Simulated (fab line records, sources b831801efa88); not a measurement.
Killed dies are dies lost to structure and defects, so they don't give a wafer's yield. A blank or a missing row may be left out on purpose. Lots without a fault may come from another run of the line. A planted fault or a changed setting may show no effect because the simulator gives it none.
Chamber matching | flow gf180mcu | GF_V5_CVD_02 on pecvd-04: 3 sister chambers
The step deposits SiO2 from TEOS, target thk 1450 nm, time 163.28 s. 3 wafers are shown with their chamber, then 11 later ones without.

WAFERS WITH THEIR CHAMBER
wafer  | chamber | heater_power_w (W)
L077.6 | 1       | 666
L078.3 | 0       | 604
L082.1 | 2       | 735

WAFERS WITHOUT THEIR CHAMBER
wafer  | heater_power_w (W)
L082.4 | 685
L082.6 | 791
L088.2 | 738
L088.4 | 688
L088.5 | 678
L095.1 | 750
L095.3 | 791
L095.6 | 801
L096.1 | 820
L096.4 | 680
L096.6 | 656

WHICH CHAMBER EACH WENT THROUGH
wafer  | from the rows above          | in truth
L082.4 | can't be placed: 1 or 2 or 0 | 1
L082.6 | can't be placed: 2 or 1      | 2
L088.2 | can't be placed: 2 or 1      | 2
L088.4 | can't be placed: 1 or 2 or 0 | 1
L088.5 | can't be placed: 1 or 2 or 0 | 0
L095.1 | can't be placed: 2 or 1      | 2
L095.3 | can't be placed: 2 or 1      | 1
L095.6 | can't be placed: 2 or 1      | 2
L096.1 | can't be placed: 2 or 1      | 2
L096.4 | can't be placed: 1 or 2 or 0 | 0
L096.6 | can't be placed: 1 or 0 or 2 | 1
Placed correctly: 0 of 11. Can't be placed from these rows: 11 (the true chamber is among the candidates in 11). Placed wrongly: 0.
How it was worked out, from the rows above alone: a wafer's distance from a chamber is the root of the sum, over the readings, of the square of ((its reading less the chamber's mean) divided by the reading's scatter). The wafer belongs to the nearest chamber; if the next one is less than 2 further off, it can't be placed. A chamber's mean is the mean of its shown wafers. The scatter: with one shown wafer a chamber, the root of the mean of the squares of how far each hidden wafer lies from its nearest shown one.
